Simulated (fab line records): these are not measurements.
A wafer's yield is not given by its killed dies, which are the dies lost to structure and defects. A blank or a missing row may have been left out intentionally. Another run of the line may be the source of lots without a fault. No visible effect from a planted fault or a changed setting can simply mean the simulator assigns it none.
Matching of chambers / flow gf180mcu / GF_CONTACT_CMP_04 on cmp-01: 4 sister chambers
The step polishes SiO2. 14 wafers are shown with their chamber, then 7 later ones without.

WAFERS, EACH WITH ITS CHAMBER
wafer=L568.4; chamber=0; motor current A (A)=12.4; slurry flow ml min=149.5; time to endpoint s (s)=112
wafer=L568.5; chamber=2; motor current A (A)=10.4; slurry flow ml min=150.1; time to endpoint s (s)=114
wafer=L568.6; chamber=1; motor current A (A)=12.0; slurry flow ml min=149.6; time to endpoint s (s)=115
wafer=L571.1; chamber=3; motor current A (A)=11.3; slurry flow ml min=150.2; time to endpoint s (s)=108
wafer=L571.5; chamber=3; motor current A (A)=10.8; slurry flow ml min=149.9; time to endpoint s (s)=102
wafer=L571.6; chamber=0; motor current A (A)=11.7; slurry flow ml min=149.8; time to endpoint s (s)=102
wafer=L580.1; chamber=0; motor current A (A)=11.7; slurry flow ml min=150.2; time to endpoint s (s)=108
wafer=L580.2; chamber=1; motor current A (A)=12.3; slurry flow ml min=149.9; time to endpoint s (s)=107
wafer=L580.5; chamber=0; motor current A (A)=11.9; slurry flow ml min=149.6; time to endpoint s (s)=109
wafer=L582.1; chamber=1; motor current A (A)=12.2; slurry flow ml min=149.5; time to endpoint s (s)=100
wafer=L582.3; chamber=2; motor current A (A)=10.1; slurry flow ml min=150.4; time to endpoint s (s)=103
wafer=L582.4; chamber=0; motor current A (A)=10.9; slurry flow ml min=150.1; time to endpoint s (s)=106
wafer=L583.2; chamber=2; motor current A (A)=9.7; slurry flow ml min=150.3; time to endpoint s (s)=110
wafer=L583.4; chamber=1; motor current A (A)=11.9; slurry flow ml min=151.2; time to endpoint s (s)=114

SIGNATURES (averages over the wafers above)
reading=motor current A; chamber 0=11.720; chamber 1=12.100; chamber 2=10.067; chamber 3=11.050; scatter within a chamber=0.405
reading=slurry flow ml min; chamber 0=149.840; chamber 1=150.050; chamber 2=150.267; chamber 3=150.050; scatter within a chamber=0.481
reading=time to endpoint s; chamber 0=107.40; chamber 1=109.00; chamber 2=109.00; chamber 3=105.00; scatter within a chamber=5.3
Rule: for a wafer and a chamber, the distance is found by dividing, reading by reading, the gap between the wafer's reading and the chamber's mean by the reading's scatter, squaring, summing and taking the root. If the next closest chamber is less than 2 further off than the closest, the wafer can't be placed; otherwise it belongs to the closest. How the scatter is found: for the shown wafers, subtract from each reading the mean of its chamber, square and add these, divide the total by (wafers less chambers), then take the root.

WAFERS WITHOUT THEIR CHAMBER
wafer=L583.6; motor current A (A)=11.7; slurry flow ml min=150.8; time to endpoint s (s)=113
wafer=L586.1; motor current A (A)=12.4; slurry flow ml min=150.4; time to endpoint s (s)=104
wafer=L586.4; motor current A (A)=12.3; slurry flow ml min=150.4; time to endpoint s (s)=109
wafer=L586.6; motor current A (A)=10.3; slurry flow ml min=149.8; time to endpoint s (s)=114
wafer=L587.1; motor current A (A)=12.3; slurry flow ml min=150.3; time to endpoint s (s)=107
wafer=L587.3; motor current A (A)=11.6; slurry flow ml min=150.4; time to endpoint s (s)=111
wafer=L587.5; motor current A (A)=11.5; slurry flow ml min=149.7; time to endpoint s (s)=111

WHICH CHAMBER EACH WENT THROUGH
wafer=L583.6; from the rows above=can't be placed: 1 or 0 or 3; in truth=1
wafer=L586.1; from the rows above=can't be placed: 1 or 0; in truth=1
wafer=L586.4; from the rows above=can't be placed: 1 or 0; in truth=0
wafer=L586.6; from the rows above=can't be placed: 2 or 3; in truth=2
wafer=L587.1; from the rows above=can't be placed: 1 or 0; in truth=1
wafer=L587.3; from the rows above=can't be placed: 0 or 1 or 3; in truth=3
wafer=L587.5; from the rows above=can't be placed: 0 or 1 or 3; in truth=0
Placed correctly: 0 of 7. From these rows, 7 cannot be placed; in 7 the true chamber is one of the candidates. Wrongly placed: 0.
